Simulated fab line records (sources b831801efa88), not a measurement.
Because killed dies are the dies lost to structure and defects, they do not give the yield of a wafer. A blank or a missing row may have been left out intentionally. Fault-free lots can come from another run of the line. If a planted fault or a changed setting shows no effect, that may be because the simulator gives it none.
The tool behind it: which one? / flow sky130 / 36 wafers from 12 lots sampled at 3 of the route's 708 steps

## WHAT THE GAUGES READ, wafer by wafer
SKY_LI_CONTACT_THK_MEAS_23: measures by xrf.
lot=L624; measured=day 29 01:05; on=film metro-03; LI_CONTACT_W_THK (nm)=393 402 408
lot=L627; measured=day 30 00:26; on=film metro-02; LI_CONTACT_W_THK (nm)=410 404 413
lot=L630; measured=day 30 23:11; on=film metro-03; LI_CONTACT_W_THK (nm)=406 403 403
lot=L631; measured=day 31 15:16; on=film metro-02; LI_CONTACT_W_THK (nm)=412 412 412
lot=L633; measured=day 32 09:40; on=film metro-03; LI_CONTACT_W_THK (nm)=397 397 400
lot=L635; measured=day 32 20:52; on=film metro-02; LI_CONTACT_W_THK (nm)=412 400 404
lot=L636; measured=day 33 08:22; on=film metro-03; LI_CONTACT_W_THK (nm)=395 399 392
lot=L637; measured=day 33 15:59; on=film metro-01; LI_CONTACT_W_THK (nm)=401 399 402
lot=L638; measured=day 33 18:10; on=film metro-03; LI_CONTACT_W_THK (nm)=404 398 396
lot=L639; measured=day 34 08:13; on=film metro-01; LI_CONTACT_W_THK (nm)=408 403 408
lot=L645; measured=day 35 23:20; on=film metro-03; LI_CONTACT_W_THK (nm)=403 398 401
lot=L647; measured=day 36 11:28; on=film metro-03; LI_CONTACT_W_THK (nm)=400 400 401

SKY_CONTACT_OVL_MEAS_15.
lot=L624; measured=day 31 11:59; on=overlay-02; CONTACT_OVL (nm)=1 -1 -1
lot=L627; measured=day 32 09:07; on=overlay-01; CONTACT_OVL (nm)=5 3 3
lot=L630; measured=day 33 08:07; on=overlay-02; CONTACT_OVL (nm)=-4 3 -1
lot=L631; measured=day 33 22:56; on=overlay-01; CONTACT_OVL (nm)=11 9 3
lot=L633; measured=day 34 17:01; on=overlay-02; CONTACT_OVL (nm)=1 -2 -2
lot=L635; measured=day 35 03:35; on=overlay-01; CONTACT_OVL (nm)=7 7 7
lot=L636; measured=day 35 15:08; on=overlay-02; CONTACT_OVL (nm)=3 -2 -1
lot=L637; measured=day 35 22:50; on=overlay-02; CONTACT_OVL (nm)=-4 -4 2
lot=L638; measured=day 36 00:35; on=overlay-02; CONTACT_OVL (nm)=-1 -4 -7
lot=L639; measured=day 36 14:53; on=overlay-02; CONTACT_OVL (nm)=6 4 2
lot=L645; measured=day 38 04:53; on=overlay-02; CONTACT_OVL (nm)=4 5 6
lot=L647; measured=day 38 16:53; on=overlay-02; CONTACT_OVL (nm)=-3 -1 0

## TOOL THAT RAN EACH LOT (tool first, then ch and the chambers of the sampled wafers, then the start)
lot=L624; SKY_CONTACT_COAT_08=litho track-03 ch 0, day 30 21:20
lot=L627; SKY_CONTACT_COAT_08=litho track-03 ch 0, day 31 18:55
lot=L630; SKY_CONTACT_COAT_08=litho track-03 ch 0, day 32 18:07
lot=L631; SKY_CONTACT_COAT_08=litho track-03 ch 0, day 33 09:41
lot=L633; SKY_CONTACT_COAT_08=litho track-03 ch 0, day 34 03:22
lot=L635; SKY_CONTACT_COAT_08=litho track-04 ch 0, day 34 13:34
lot=L636; SKY_CONTACT_COAT_08=litho track-03 ch 0, day 35 01:08
lot=L637; SKY_CONTACT_COAT_08=litho track-03 ch 0, day 35 09:26
lot=L638; SKY_CONTACT_COAT_08=litho track-03 ch 0, day 35 11:44
lot=L639; SKY_CONTACT_COAT_08=litho track-01 ch 0, day 36 00:34
lot=L645; SKY_CONTACT_COAT_08=litho track-04 ch 0, day 37 15:34
lot=L647; SKY_CONTACT_COAT_08=litho track-04 ch 0, day 38 03:58
- SKY_CONTACT_COAT_08: resist thk 60 nm.

## AS READ BY THE TOOLS THEMSELVES (means over the sampled wafers that have a number; for cases with no such wafer, the mark the record gives instead)
The record holds no such reading with a usual standard deviation.

## THE ANSWER, worked out from the rows above alone
Rule: the usual values come from the lots themselves. The widest of any qualifying gaps counts: lots, ordered by their means at a reading, are off when they make up no more than a third of the lots, leave a main group of 4 or more, and stand apart from it by 3 or more times the standard deviation of that group's means. If all means in a main group match to the digits the tables above print for the reading, that group is not used. Also off: a lot with no number at a reading for which 4 or more lots have one. The other lots that the step has rows for count as sound. First the gauges in route order, then the tools' own readings, where a lot's mean is used as printed above. The first step at which some lot is off is used, and at that step the reading that is off furthest; a lot without a number counts as furthest.
No lot is off at any reading shown: from this, nothing can be told.

## WHAT HAD BEEN PUT IN BY THE SIMULATOR
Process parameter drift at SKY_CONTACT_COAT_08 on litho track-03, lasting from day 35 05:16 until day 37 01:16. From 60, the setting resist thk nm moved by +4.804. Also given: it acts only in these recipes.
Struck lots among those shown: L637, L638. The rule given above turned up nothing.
